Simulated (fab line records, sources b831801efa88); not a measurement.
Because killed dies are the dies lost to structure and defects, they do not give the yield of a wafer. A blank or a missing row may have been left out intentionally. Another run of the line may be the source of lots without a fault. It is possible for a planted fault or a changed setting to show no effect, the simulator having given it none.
2 desks looking at one fault | flow sky130 | every desk sees just its own numbers, and what lay behind them comes last

THE TOOL OWNER'S DESK: rie-diel-02
The tool's own readings at SKY_CONTACT_ETCH_18 (etches Si3N4 in CHF3/O2, stops on TiN, time 39 s, target depth 75 nm): means of the sampled wafers that have a number, for each lot that ran on this tool. If a lot's mean is further than 4 standard deviations from the usual mean, the lot is out of limits and carries the mark OUT (the distance appears in the brackets).
Columns: A = drypump-motor-current-A at SKY_CONTACT_ETCH_18, usual 5.7 A; B = oes-product-au at SKY_CONTACT_ETCH_18, usual 0.855 a.u.; C = rf-fwd-power-W at SKY_CONTACT_ETCH_18, usual 593.5 W; D = throttle-valve-pct at SKY_CONTACT_ETCH_18, usual 8.794 %
lot  | first seen here | A   | B     | C               | D
L457 | day 32 06:00    | 6.1 | 0.856 | 594.5           | 8.796
L462 | day 33 14:00    | 6.0 | 0.852 | 593.7           | 8.799
L468 | day 35 19:00    | 6.0 | 0.859 | 559.9 (-14) OUT | 8.794
L478 | day 38 09:00    | 6.1 | 0.849 | 593.9           | 8.791
L479 | day 38 20:00    | 6.1 | 0.853 | 592.7           | 8.789
Finding of this desk: L468 out of limits; the first was L468 at day 35 19:00, on rf-fwd-power-W at SKY_CONTACT_ETCH_18. In limits: L457, L462, L478, L479.

THE METROLOGY DESK
Lot by lot, what the gauges showed, no matter which tool ran the lot: averages of those sampled wafers that carry a number. If a lot's mean is further than 4 standard deviations from the usual mean, the lot is out of limits and carries the mark OUT (the distance appears in the brackets).
Columns: A = CONTACT_CVD_00_THK at SKY_CONTACT_THK_MEAS_01, usual 75.1 nm
lot  | first seen here | A
L456 | day 30 23:23    | 74.2
L457 | day 31 02:59    | 75.6
L459 | day 31 09:22    | 74.4
L462 | day 32 11:37    | 75.2
L463 | day 32 17:20    | 75.2
L468 | day 34 16:06    | 76.0
L471 | day 35 07:10    | 74.8
L472 | day 35 17:38    | 75.7
L473 | day 35 20:37    | 73.9
L476 | day 36 22:08    | 74.7
L477 | day 37 04:46    | 76.1
L478 | day 37 07:28    | 73.9
L479 | day 37 18:40    | 74.9
Finding of this desk: none of the 13 lots has anything out of limits.

BROUGHT TOGETHER
An alarm could have come from the tool owner's desk at day 35 19:00, on L468.
Metrology desk: nothing out of limits seen.
The metrology desk has L468 on record, within its limits.
SKY_CONTACT_ETCH_18 was run on rie-diel-02 by each of the lots named.

WHAT THE SIMULATOR HAD PUT IN
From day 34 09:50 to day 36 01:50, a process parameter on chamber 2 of rie-diel-02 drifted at SKY_CONTACT_ETCH_18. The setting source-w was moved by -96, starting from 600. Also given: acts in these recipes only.
Struck lots among those shown: L468.
Time in hours from fault onset to the first out-of-limits reading at each desk: the tool owner's desk, 33.
